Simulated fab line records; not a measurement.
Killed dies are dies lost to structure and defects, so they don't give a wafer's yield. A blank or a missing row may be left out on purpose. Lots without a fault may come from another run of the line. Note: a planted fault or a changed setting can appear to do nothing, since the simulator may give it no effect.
The tool behind it: which one? || flow gf180mcu || 14 lots with 42 wafers sampled at 5 steps, on a route of 602 steps

== WHAT THE GAUGES READ, wafer by wafer ==
GF_M1_RS_MEAS_05: uses a four-point probe to measure. Usual: M1_ALCU_RS 0.0704 ohm/sq, standard deviation 0.00071.
{"lot": "L577", "measured": "day 16 04:40", "on": "film_metro-01", "M1_ALCU_RS (ohm/sq)": "0.0712 0.0717 0.0708", "flag": ""}
{"lot": "L578", "measured": "day 16 11:10", "on": "film_metro-01", "M1_ALCU_RS (ohm/sq)": "0.0698 0.0704 0.0704", "flag": ""}
{"lot": "L579", "measured": "day 16 20:22", "on": "film_metro-04", "M1_ALCU_RS (ohm/sq)": "0.0698 0.0717 0.0709", "flag": ""}
{"lot": "L584", "measured": "day 18 19:01", "on": "film_metro-01", "M1_ALCU_RS (ohm/sq)": "0.0710 0.0719 0.0707", "flag": ""}
{"lot": "L585", "measured": "day 19 10:59", "on": "film_metro-04", "M1_ALCU_RS (ohm/sq)": "0.0709 0.0712 0.0713", "flag": ""}
{"lot": "L586", "measured": "day 20 02:48", "on": "film_metro-03", "M1_ALCU_RS (ohm/sq)": "0.0703 0.0695 0.0708", "flag": ""}
{"lot": "L587", "measured": "day 20 05:01", "on": "film_metro-04", "M1_ALCU_RS (ohm/sq)": "0.0715 0.0703 0.0705", "flag": ""}
{"lot": "L588", "measured": "day 20 12:03", "on": "film_metro-01", "M1_ALCU_RS (ohm/sq)": "0.0691 0.0697 0.0695", "flag": ""}
{"lot": "L589", "measured": "day 20 15:25", "on": "film_metro-04", "M1_ALCU_RS (ohm/sq)": "0.0710 0.0713 0.0717", "flag": ""}
{"lot": "L591", "measured": "day 21 14:38", "on": "film_metro-04", "M1_ALCU_RS (ohm/sq)": "0.0707 0.0693 0.0698", "flag": ""}
{"lot": "L592", "measured": "day 21 23:01", "on": "film_metro-03", "M1_ALCU_RS (ohm/sq)": "0.0693 0.0709 0.0698", "flag": ""}
{"lot": "L593", "measured": "day 22 09:32", "on": "film_metro-01", "M1_ALCU_RS (ohm/sq)": "0.0706 0.0692 0.0704", "flag": ""}
{"lot": "L594", "measured": "day 22 14:13", "on": "film_metro-01", "M1_ALCU_RS (ohm/sq)": "0.0700 0.0697 0.0700", "flag": ""}
{"lot": "L600", "measured": "day 24 15:28", "on": "film_metro-01", "M1_ALCU_RS (ohm/sq)": "0.0704 0.0708 0.0716", "flag": ""}

GF_V1_BOW_MEAS_05. Usual: V1_BOW 81 um, standard deviation 7.2.
{"lot": "L577", "measured": "day 17 05:07", "on": "film_metro-04", "V1_BOW (um)": "79 90 72", "flag": ""}
{"lot": "L578", "measured": "day 17 11:13", "on": "film_metro-03", "V1_BOW (um)": "93 91 79", "flag": ""}
{"lot": "L579", "measured": "day 17 21:33", "on": "film_metro-04", "V1_BOW (um)": "79 77 79", "flag": ""}
{"lot": "L584", "measured": "day 19 20:55", "on": "film_metro-03", "V1_BOW (um)": "92 80 84", "flag": ""}
{"lot": "L585", "measured": "day 20 12:38", "on": "film_metro-04", "V1_BOW (um)": "82 78 78", "flag": ""}
{"lot": "L586", "measured": "day 21 04:35", "on": "film_metro-03", "V1_BOW (um)": "92 83 82", "flag": ""}
{"lot": "L587", "measured": "day 21 06:35", "on": "film_metro-03", "V1_BOW (um)": "82 75 72", "flag": ""}
{"lot": "L588", "measured": "day 21 13:38", "on": "film_metro-02", "V1_BOW (um)": "77 77 87", "flag": ""}
{"lot": "L589", "measured": "day 21 16:53", "on": "film_metro-04", "V1_BOW (um)": "81 83 89", "flag": ""}
{"lot": "L591", "measured": "day 22 15:39", "on": "film_metro-02", "V1_BOW (um)": "61 44 60", "flag": "OFF"}
{"lot": "L592", "measured": "day 22 23:32", "on": "film_metro-02", "V1_BOW (um)": "49 54 58", "flag": "OFF"}
{"lot": "L593", "measured": "day 23 10:34", "on": "film_metro-04", "V1_BOW (um)": "85 81 88", "flag": ""}
{"lot": "L594", "measured": "day 23 15:07", "on": "film_metro-02", "V1_BOW (um)": "90 79 89", "flag": ""}
{"lot": "L600", "measured": "day 25 14:43", "on": "film_metro-02", "V1_BOW (um)": "94 82 87", "flag": ""}

== TOOL THAT RAN EACH LOT (tool first, then ch and the chambers of the sampled wafers, then the start) ==
{"lot": "L577", "GF_M1_SPUTTER_02": "pvd_sputter-01, day 16 04:31", "GF_V1_CVD_00": "hdpcvd-01 ch 0,1,2, day 17 04:30", "GF_V1_CVD_02": "pecvd-03 ch 1,2, day 17 04:38"}
{"lot": "L578", "GF_M1_SPUTTER_02": "pvd_sputter-02, day 16 11:05", "GF_V1_CVD_00": "hdpcvd-01 ch 0,1,2, day 17 10:38", "GF_V1_CVD_02": "pecvd-04 ch 0,1,2, day 17 10:47"}
{"lot": "L579", "GF_M1_SPUTTER_02": "pvd_sputter-01, day 16 20:17", "GF_V1_CVD_00": "hdpcvd-01 ch 0,1,2, day 17 19:57", "GF_V1_CVD_02": "pecvd-04 ch 1,2, day 17 20:05"}
{"lot": "L584", "GF_M1_SPUTTER_02": "pvd_sputter-04, day 18 18:56", "GF_V1_CVD_00": "hdpcvd-01 ch 0,1, day 19 20:21", "GF_V1_CVD_02": "pecvd-03 ch 0,1,2, day 19 20:29"}
{"lot": "L585", "GF_M1_SPUTTER_02": "pvd_sputter-01, day 19 10:53", "GF_V1_CVD_00": "hdpcvd-01 ch 1,2, day 20 12:03", "GF_V1_CVD_02": "pecvd-04 ch 0,2, day 20 12:11"}
{"lot": "L586", "GF_M1_SPUTTER_02": "pvd_sputter-01, day 20 02:43", "GF_V1_CVD_00": "hdpcvd-02 ch 0,1,2, day 21 04:01", "GF_V1_CVD_02": "pecvd-02 ch 0,1,2, day 21 04:09"}
{"lot": "L587", "GF_M1_SPUTTER_02": "pvd_sputter-04, day 20 04:54", "GF_V1_CVD_00": "hdpcvd-01 ch 0,1,2, day 21 06:01", "GF_V1_CVD_02": "pecvd-03 ch 0,2, day 21 06:08"}
{"lot": "L588", "GF_M1_SPUTTER_02": "pvd_sputter-04, day 20 11:56", "GF_V1_CVD_00": "hdpcvd-02 ch 0,1, day 21 13:03", "GF_V1_CVD_02": "pecvd-02 ch 1,2, day 21 13:11"}
{"lot": "L589", "GF_M1_SPUTTER_02": "pvd_sputter-04, day 20 15:19", "GF_V1_CVD_00": "hdpcvd-01 ch 0,1,2, day 21 16:19", "GF_V1_CVD_02": "pecvd-02 ch 0,1, day 21 16:27"}
{"lot": "L591", "GF_M1_SPUTTER_02": "pvd_sputter-02, day 21 14:33", "GF_V1_CVD_00": "hdpcvd-02 ch 0,2, day 22 15:03", "GF_V1_CVD_02": "pecvd-02 ch 1,2, day 22 15:11"}
{"lot": "L592", "GF_M1_SPUTTER_02": "pvd_sputter-04, day 21 22:55", "GF_V1_CVD_00": "hdpcvd-02 ch 0,1,2, day 22 22:55", "GF_V1_CVD_02": "pecvd-03 ch 0,2, day 22 23:02"}
{"lot": "L593", "GF_M1_SPUTTER_02": "pvd_sputter-04, day 22 09:26", "GF_V1_CVD_00": "hdpcvd-02 ch 0,1, day 23 10:00", "GF_V1_CVD_02": "pecvd-04 ch 0,1,2, day 23 10:08"}
{"lot": "L594", "GF_M1_SPUTTER_02": "pvd_sputter-04, day 22 14:05", "GF_V1_CVD_00": "hdpcvd-01 ch 0,1,2, day 23 14:31", "GF_V1_CVD_02": "pecvd-04 ch 0,1, day 23 14:39"}
{"lot": "L600", "GF_M1_SPUTTER_02": "pvd_sputter-02, day 24 15:22", "GF_V1_CVD_00": "hdpcvd-01 ch 0,1,2, day 25 14:08", "GF_V1_CVD_02": "pecvd-04 ch 1,2, day 25 14:16"}
- GF_M1_SPUTTER_02: material AlCu, target thk 450 nm, time 23.9 s.
- GF_V1_CVD_00: deposits SiO2, target thk 600 nm, time 97.07 s.
- GF_V1_CVD_02: deposits SiO2 from TEOS, target thk 850 nm, time 94.851 s.

== AS READ BY THE TOOLS THEMSELVES (means over the sampled wafers that have a number; for cases with no such wafer, the mark the record gives instead) ==
GF_M1_SPUTTER_02. Usual: cathode_dc_power_W 10600 W, standard deviation 2.1; throttle_valve_pct 30.1 %, standard deviation 1.
{"lot": "L577", "tool": "pvd_sputter-01", "cathode_dc_power_W (W)": 10601, "throttle_valve_pct (%)": 30.7, "flag": ""}
{"lot": "L578", "tool": "pvd_sputter-02", "cathode_dc_power_W (W)": 10602, "throttle_valve_pct (%)": 29.5, "flag": ""}
{"lot": "L579", "tool": "pvd_sputter-01", "cathode_dc_power_W (W)": 10601, "throttle_valve_pct (%)": 30.5, "flag": ""}
{"lot": "L584", "tool": "pvd_sputter-04", "cathode_dc_power_W (W)": 10602, "throttle_valve_pct (%)": 30.2, "flag": ""}
{"lot": "L585", "tool": "pvd_sputter-01", "cathode_dc_power_W (W)": 10602, "throttle_valve_pct (%)": 30.5, "flag": ""}
{"lot": "L586", "tool": "pvd_sputter-01", "cathode_dc_power_W (W)": 10600, "throttle_valve_pct (%)": 30.3, "flag": ""}
{"lot": "L587", "tool": "pvd_sputter-04", "cathode_dc_power_W (W)": 10600, "throttle_valve_pct (%)": 29.9, "flag": ""}
{"lot": "L588", "tool": "pvd_sputter-04", "cathode_dc_power_W (W)": 10601, "throttle_valve_pct (%)": 29.6, "flag": ""}
{"lot": "L589", "tool": "pvd_sputter-04", "cathode_dc_power_W (W)": 10599, "throttle_valve_pct (%)": 30.4, "flag": ""}
{"lot": "L591", "tool": "pvd_sputter-02", "cathode_dc_power_W (W)": 10602, "throttle_valve_pct (%)": 29.7, "flag": ""}
{"lot": "L592", "tool": "pvd_sputter-04", "cathode_dc_power_W (W)": 10601, "throttle_valve_pct (%)": 31.0, "flag": ""}
{"lot": "L593", "tool": "pvd_sputter-04", "cathode_dc_power_W (W)": 10600, "throttle_valve_pct (%)": 29.2, "flag": ""}
{"lot": "L594", "tool": "pvd_sputter-04", "cathode_dc_power_W (W)": 10600, "throttle_valve_pct (%)": 29.0, "flag": ""}
{"lot": "L600", "tool": "pvd_sputter-02", "cathode_dc_power_W (W)": 10600, "throttle_valve_pct (%)": 29.6, "flag": ""}

GF_V1_CVD_00. Usual: pressure_mtorr 6.001 mTorr, standard deviation 0.011; run_length_s 128.1 s, standard deviation 0.42; sih4_flow_sccm 59.99 sccm, standard deviation 0.19; susceptor_temp_C 400.03 C, standard deviation 0.23.
{"lot": "L577", "tool": "hdpcvd-01", "pressure_mtorr (mTorr)": 6.002, "run_length_s (s)": 128.2, "sih4_flow_sccm (sccm)": 59.92, "susceptor_temp_C (C)": 400.16, "flag": ""}
{"lot": "L578", "tool": "hdpcvd-01", "pressure_mtorr (mTorr)": 5.999, "run_length_s (s)": 128.0, "sih4_flow_sccm (sccm)": 60.00, "susceptor_temp_C (C)": 399.96, "flag": ""}
{"lot": "L579", "tool": "hdpcvd-01", "pressure_mtorr (mTorr)": 6.002, "run_length_s (s)": 127.9, "sih4_flow_sccm (sccm)": 59.98, "susceptor_temp_C (C)": 400.11, "flag": ""}
{"lot": "L584", "tool": "hdpcvd-01", "pressure_mtorr (mTorr)": 5.995, "run_length_s (s)": 128.1, "sih4_flow_sccm (sccm)": 60.02, "susceptor_temp_C (C)": 400.06, "flag": ""}
{"lot": "L585", "tool": "hdpcvd-01", "pressure_mtorr (mTorr)": 6.005, "run_length_s (s)": 128.0, "sih4_flow_sccm (sccm)": 60.16, "susceptor_temp_C (C)": 400.12, "flag": ""}
{"lot": "L586", "tool": "hdpcvd-02", "pressure_mtorr (mTorr)": 6.013, "run_length_s (s)": 128.2, "sih4_flow_sccm (sccm)": 60.00, "susceptor_temp_C (C)": 400.05, "flag": ""}
{"lot": "L587", "tool": "hdpcvd-01", "pressure_mtorr (mTorr)": 5.997, "run_length_s (s)": 128.0, "sih4_flow_sccm (sccm)": 60.12, "susceptor_temp_C (C)": 399.87, "flag": ""}
{"lot": "L588", "tool": "hdpcvd-02", "pressure_mtorr (mTorr)": 6.000, "run_length_s (s)": 127.7, "sih4_flow_sccm (sccm)": 60.20, "susceptor_temp_C (C)": 400.10, "flag": ""}
{"lot": "L589", "tool": "hdpcvd-01", "pressure_mtorr (mTorr)": 6.002, "run_length_s (s)": 128.3, "sih4_flow_sccm (sccm)": 60.09, "susceptor_temp_C (C)": 400.05, "flag": ""}
{"lot": "L591", "tool": "hdpcvd-02", "pressure_mtorr (mTorr)": "-", "run_length_s (s)": "-", "sih4_flow_sccm (sccm)": "-", "susceptor_temp_C (C)": "-", "flag": "OFF"}
{"lot": "L592", "tool": "hdpcvd-02", "pressure_mtorr (mTorr)": "-", "run_length_s (s)": "-", "sih4_flow_sccm (sccm)": "-", "susceptor_temp_C (C)": "-", "flag": "OFF"}
{"lot": "L593", "tool": "hdpcvd-02", "pressure_mtorr (mTorr)": 6.009, "run_length_s (s)": 128.2, "sih4_flow_sccm (sccm)": 59.95, "susceptor_temp_C (C)": 399.84, "flag": ""}
{"lot": "L594", "tool": "hdpcvd-01", "pressure_mtorr (mTorr)": 6.014, "run_length_s (s)": 128.1, "sih4_flow_sccm (sccm)": 60.00, "susceptor_temp_C (C)": 400.18, "flag": ""}
{"lot": "L600", "tool": "hdpcvd-01", "pressure_mtorr (mTorr)": 5.996, "run_length_s (s)": 128.0, "sih4_flow_sccm (sccm)": 60.11, "susceptor_temp_C (C)": 399.98, "flag": ""}

GF_V1_CVD_02. Usual: heater_power_outer_w 312 W, standard deviation 68; heater_power_w 549 W, standard deviation 87; susceptor_temp_C 399.99 C, standard deviation 0.25.
{"lot": "L577", "tool": "pecvd-03", "heater_power_outer_w (W)": 381, "heater_power_w (W)": 646, "susceptor_temp_C (C)": 399.94, "flag": ""}
{"lot": "L578", "tool": "pecvd-04", "heater_power_outer_w (W)": 363, "heater_power_w (W)": 606, "susceptor_temp_C (C)": 400.25, "flag": ""}
{"lot": "L579", "tool": "pecvd-04", "heater_power_outer_w (W)": 362, "heater_power_w (W)": 598, "susceptor_temp_C (C)": 400.26, "flag": ""}
{"lot": "L584", "tool": "pecvd-03", "heater_power_outer_w (W)": 369, "heater_power_w (W)": 621, "susceptor_temp_C (C)": 400.12, "flag": ""}
{"lot": "L585", "tool": "pecvd-04", "heater_power_outer_w (W)": 282, "heater_power_w (W)": 526, "susceptor_temp_C (C)": 400.24, "flag": ""}
{"lot": "L586", "tool": "pecvd-02", "heater_power_outer_w (W)": 270, "heater_power_w (W)": 502, "susceptor_temp_C (C)": 399.84, "flag": ""}
{"lot": "L587", "tool": "pecvd-03", "heater_power_outer_w (W)": 303, "heater_power_w (W)": 534, "susceptor_temp_C (C)": 399.81, "flag": ""}
{"lot": "L588", "tool": "pecvd-02", "heater_power_outer_w (W)": 266, "heater_power_w (W)": 496, "susceptor_temp_C (C)": 400.18, "flag": ""}
{"lot": "L589", "tool": "pecvd-02", "heater_power_outer_w (W)": 272, "heater_power_w (W)": 487, "susceptor_temp_C (C)": 399.76, "flag": ""}
{"lot": "L591", "tool": "pecvd-02", "heater_power_outer_w (W)": 272, "heater_power_w (W)": 504, "susceptor_temp_C (C)": 399.99, "flag": ""}
{"lot": "L592", "tool": "pecvd-03", "heater_power_outer_w (W)": 306, "heater_power_w (W)": 535, "susceptor_temp_C (C)": 400.17, "flag": ""}
{"lot": "L593", "tool": "pecvd-04", "heater_power_outer_w (W)": 333, "heater_power_w (W)": 571, "susceptor_temp_C (C)": 399.94, "flag": ""}
{"lot": "L594", "tool": "pecvd-04", "heater_power_outer_w (W)": 339, "heater_power_w (W)": 591, "susceptor_temp_C (C)": 400.17, "flag": ""}
{"lot": "L600", "tool": "pecvd-04", "heater_power_outer_w (W)": 349, "heater_power_w (W)": 572, "susceptor_temp_C (C)": 400.10, "flag": ""}

== THE ANSWER, worked out from the rows above alone ==
Rule: lot off if the mean of its wafers having a number is beyond 3 standard deviations from the usual mean. Also off: a lot with no number at a reading for which 4 or more lots have one. All remaining lots with rows at the step are treated as sound. The gauges are gone through in route order, then the tools' own readings, and for those a lot's mean is taken as printed above. At the first step where some lot is off, the reading lying furthest off is the one used; lots without a number count as furthest.
Off: L591, L592, seen at GF_V1_BOW_MEAS_05 (V1_BOW).
If a tool, at a process step before that reading, ran all the lots that are off and no sound lot after the first of them, it fits. The gauges at GF_V1_BOW_MEAS_05 aren't tried: what is off there is off at GF_V1_CVD_00 too, on other tools, and a gauge's error can't cause that. Not one of the candidates tried fits.

== WHAT HAD BEEN PUT IN BY THE SIMULATOR ==
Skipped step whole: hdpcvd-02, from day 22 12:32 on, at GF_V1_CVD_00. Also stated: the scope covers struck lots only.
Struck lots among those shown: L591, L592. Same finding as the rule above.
